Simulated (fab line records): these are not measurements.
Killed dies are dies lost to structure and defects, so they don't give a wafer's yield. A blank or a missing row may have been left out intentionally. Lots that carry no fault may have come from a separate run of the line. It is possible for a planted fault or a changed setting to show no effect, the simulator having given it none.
Matching of chambers || flow sfq_line || 3 sister chambers for SFQ_TRILAYER_I2_DEP_PECVD_063 on pecvd-04
The step deposits SiO2 from SiH4/N2O, time 111.11 s, target thk 500 nm. 3 wafers are shown with their chamber, then 7 later ones without.

EACH WAFER AND ITS CHAMBER
{"wafer": "L657.4", "chamber": 0, "throttle_valve_pct (%)": 22.2}
{"wafer": "L667.1", "chamber": 1, "throttle_valve_pct (%)": 24.9}
{"wafer": "L667.2", "chamber": 2, "throttle_valve_pct (%)": 23.4}

WAFERS MISSING THEIR CHAMBER
{"wafer": "L667.5", "throttle_valve_pct (%)": 25.0}
{"wafer": "L668.2", "throttle_valve_pct (%)": 23.6}
{"wafer": "L668.5", "throttle_valve_pct (%)": 23.4}
{"wafer": "L668.6", "throttle_valve_pct (%)": 25.0}
{"wafer": "L670.2", "throttle_valve_pct (%)": 22.5}
{"wafer": "L670.4", "throttle_valve_pct (%)": 23.4}
{"wafer": "L670.6", "throttle_valve_pct (%)": 23.7}

WHICH CHAMBER EACH ONE RAN IN
{"wafer": "L667.5", "from the rows above": 1, "in truth": 1}
{"wafer": "L668.2", "from the rows above": 2, "in truth": 2}
{"wafer": "L668.5", "from the rows above": 2, "in truth": 2}
{"wafer": "L668.6", "from the rows above": 1, "in truth": 1}
{"wafer": "L670.2", "from the rows above": 0, "in truth": 0}
{"wafer": "L670.4", "from the rows above": 2, "in truth": 2}
{"wafer": "L670.6", "from the rows above": 2, "in truth": 2}
7 of 7 placed correctly. Not placeable from these rows: 0. Placed wrongly: 0.
How it was worked out, from the rows above alone: a wafer's distance from a chamber is the root of the sum, over the readings, of the square of ((its reading less the chamber's mean) divided by the reading's scatter). If the next closest chamber is less than 2 further off than the closest, the wafer can't be placed; otherwise it belongs to the closest. A chamber's mean is the mean of its shown wafers. The scatter (one wafer shown for each chamber): square how far every hidden wafer sits from the nearest shown wafer, average those squares and take the square root.
